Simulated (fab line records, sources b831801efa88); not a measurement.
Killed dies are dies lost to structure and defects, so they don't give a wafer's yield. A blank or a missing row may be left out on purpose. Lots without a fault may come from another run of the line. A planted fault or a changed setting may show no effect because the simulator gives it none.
A struck lot beside a sound one | flow sky130 | 31 steps out of a route of 708
Sound: wafers L775.2, L775.3, L775.5. Struck: wafers L787.1, L787.2, L787.4. The cause comes at the end.
At each step with rows: each side's tool, then ch and its chambers, then its first start. Under that, the readings that differ: sound wafers | struck wafers | difference of the means | sigmas: that difference in standard deviations of wafers without a fault.
alike: readings whose means differ by less than 2 such deviations, and words and numbers that are the same on both sides. not compared: withheld readings, readings that some wafer has no value for, bounds like >300 that may hide the same value, and numbers for which the record gives no deviation and whose values overlap.
The two part at a step that has a row with sigmas, a row that says differs or no value, or rows on one side only. Numbers that don't overlap but have no deviation are shown without sigmas and don't part them. A reading that every wafer of one side lacks parts them only if that side has two wafers or more.

first, 1 step without rows for these wafers: SKY_NWELL_IMPLANT_13.
SKY_NWELL_STRIP_14: strips in O2/N2.
  sound on plasma_asher-04 ch 0,1, day 5 14:27; struck on plasma_asher-03 ch 0,1, day 8 14:22
  alike: chamber_pressure_mTorr, drypump_motor_current_A, oes_product_au, strip_time_to_endpoint_s
  not compared: rf_hours_counter_h
SKY_NWELL_TW_MEAS_15:
  sound on film_metro-03, day 5 14:34; struck on film_metro-01, day 8 14:35
  alike: NWELL_TW
then, 7 steps without rows for these wafers: SKY_NWELL_DEHYDRATE_16 (time 60 s); SKY_NWELL_HMDS_17 (prime time 60 s); SKY_NWELL_COAT_18 (resist thk 3000 nm); SKY_NWELL_SOFTBAKE_19; SKY_NWELL_EXPOSE_20 (exposes mask NWM COMPLEMENT, target cd 840 nm); SKY_NWELL_PEB_21; SKY_NWELL_DEVELOP_22 (develop time 60 s).
SKY_NWELL_OVL_MEAS_23:
  sound on overlay-01, day 6 09:14; struck on overlay-02, day 9 10:40
  reading           | sound          | struck      | difference | sigmas
  NWELL_01_OVL (nm) | -1.0 -0.7 -1.7 | 1.5 1.9 1.6 | +2.8       | +2
then, 1 step without rows for these wafers: SKY_NWELL_IMPLANT_24.
SKY_NWELL_STRIP_25: strips in O2/N2.
  sound on plasma_asher-04 ch 0, day 6 09:25; struck on plasma_asher-01 ch 0,1, day 9 10:51
  no value came back on the struck wafers for any of 5 readings (chamber_pressure_mTorr (mTorr), drypump_motor_current_A (A) and others); on the sound wafers chamber_pressure_mTorr (mTorr) reads 1501.6 1501.5 1500.1
  reading                                 | sound | struck         | difference | sigmas
  model.coat_of_NWELL_COAT_18.thk_nm (nm) | 0 0 0 | 2987 2988 2996 | +2990      |
  not compared: rf_hours_counter_h
SKY_NWELL_TW_MEAS_26:
  sound on film_metro-03, day 6 09:32; struck on film_metro-03, day 9 10:57
  alike: NWELL_2_TW
then, 1 step without rows for these wafers: SKY_NWELL_CLEAN_27 (cleans in SC1/SC2, time 150 s).
SKY_NWELL_RTA_28: time 30 s.
  sound on rtp_anneal-01 ch 0, day 6 09:38; struck on rtp_anneal-01 ch 0, day 9 11:04
  alike: lamp_power_pct, wafer_temp_C_max
SKY_NWELL_RS_MEAS_29: measures by four-point-probe.
  sound on film_metro-02, day 6 09:45; struck on film_metro-02, day 9 11:10
  alike: NWELL_RS
SKY_NWELL_RS_MEAS_31: measures by four-point-probe.
  sound on film_metro-02, day 6 09:59; struck on film_metro-02, day 9 11:24
  alike: PWDE_RS
then, 7 steps without rows for these wafers: SKY_VT_ADJUST_HVTP_DEHYDRATE_00 (time 60 s); SKY_VT_ADJUST_HVTP_HMDS_01 (prime time 60 s); SKY_VT_ADJUST_HVTP_COAT_02 (resist thk 1140 nm); SKY_VT_ADJUST_HVTP_SOFTBAKE_03 (time 60 s); SKY_VT_ADJUST_HVTP_EXPOSE_04 (exposes mask HVTPM, target cd 380 nm); SKY_VT_ADJUST_HVTP_PEB_05; SKY_VT_ADJUST_HVTP_DEVELOP_06 (develop time 60 s).
SKY_VT_ADJUST_HVTP_CD_MEAS_07: target cd 380 nm.
  sound on cd_sem-02, day 7 04:50; struck on cd_sem-02, day 10 08:38
  reading    | sound             | struck            | difference | sigmas
  cd_nm (nm) | 376.0 377.7 376.0 | 383.8 383.3 381.2 | +6.2       | +3
SKY_VT_ADJUST_HVTP_OVL_MEAS_08:
  sound on overlay-01, day 7 04:56; struck on overlay-01, day 10 08:45
  alike: VT_ADJUST_HVTP_OVL
then, 1 step without rows for these wafers: SKY_VT_ADJUST_HVTP_IMPLANT_09.
SKY_VT_ADJUST_HVTP_STRIP_10: strips in O2/N2.
  sound on plasma_asher-03 ch 0,1, day 7 05:07; struck on plasma_asher-04 ch 0,1, day 10 08:56
  reading                      | sound             | struck            | difference | sigmas
  oes_product_au (a.u.)        | 0.711 0.715 0.714 | 0.722 0.729 0.727 | +0.013     | +3
  strip_time_to_endpoint_s (s) | 14.15 14.13 14.18 | 58.53 58.61 58.74 | +44.47     | +99 or more
  alike: chamber_pressure_mTorr, drypump_motor_current_A
  not compared: rf_hours_counter_h
SKY_VT_ADJUST_HVTP_TW_MEAS_11:
  sound on film_metro-04, day 7 05:14; struck on film_metro-03, day 10 09:02
  reading           | sound          | struck   | difference | sigmas
  VT_ADJUST_HVTP_TW | 1401 1392 1389 | 30 30 30 | -1364      | -85
then, 1 step without rows for these wafers: SKY_VT_ADJUST_LVTN_DEHYDRATE_00 (time 60 s).

WHERE THEY PART
First at SKY_NWELL_OVL_MEAS_23; last, within this record, at SKY_VT_ADJUST_HVTP_TW_MEAS_11.

WHY: what the simulator had put in
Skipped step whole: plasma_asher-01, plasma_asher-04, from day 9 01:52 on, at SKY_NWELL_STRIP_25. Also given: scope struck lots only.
